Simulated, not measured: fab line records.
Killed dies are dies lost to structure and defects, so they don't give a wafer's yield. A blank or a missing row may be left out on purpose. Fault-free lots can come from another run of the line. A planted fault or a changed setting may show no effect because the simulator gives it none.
Matching of chambers | flow gf180mcu | cmp-02 running GF_V2_CMP_26: 4 sister chambers
The step polishes, stops on SiO2, t overpolish 15 s, target thk 0 nm. 4 wafers are shown with their chamber, then 10 later ones without.

## WAFERS WITH THEIR CHAMBER
wafer  | chamber | motor-current-A (A)
L077.3 | 2       | 11.3
L079.4 | 3       | 10.1
L083.1 | 1       | 11.5
L083.5 | 0       | 11.7

## WAFERS MISSING THEIR CHAMBER
wafer  | motor-current-A (A)
L083.6 | 10.3
L084.4 | 10.9
L084.5 | 10.0
L084.6 | 10.9
L088.2 | 10.4
L088.4 | 11.5
L088.6 | 11.8
L089.2 | 12.1
L089.3 | 10.8
L089.4 | 11.4

## CHAMBER TAKEN BY EACH
wafer  | from the rows above               | in truth
L083.6 | 3                                 | 3
L084.4 | can't be placed: 2 or 1 or 0 or 3 | 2
L084.5 | 3                                 | 3
L084.6 | can't be placed: 2 or 1 or 0 or 3 | 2
L088.2 | 3                                 | 3
L088.4 | can't be placed: 1 or 0 or 2      | 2
L088.6 | can't be placed: 0 or 1 or 2      | 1
L089.2 | can't be placed: 0 or 1 or 2      | 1
L089.3 | can't be placed: 2 or 1 or 3 or 0 | 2
L089.4 | can't be placed: 1 or 2 or 0      | 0
3 of 10 placed correctly. Cannot be placed on the basis of these rows: 7; the candidates contain the true chamber in 7. Number placed wrongly: 0.
How it was worked out, from the rows above alone: a wafer's distance from a chamber is the root of the sum, over the readings, of the square of ((its reading less the chamber's mean) divided by the reading's scatter). The wafer belongs to the nearest chamber; if the next one is less than 2 further off, it can't be placed. For every chamber, the mean is computed from those of its wafers that are shown. The scatter (one wafer shown for each chamber): square how far every hidden wafer sits from the nearest shown wafer, average those squares and take the square root.
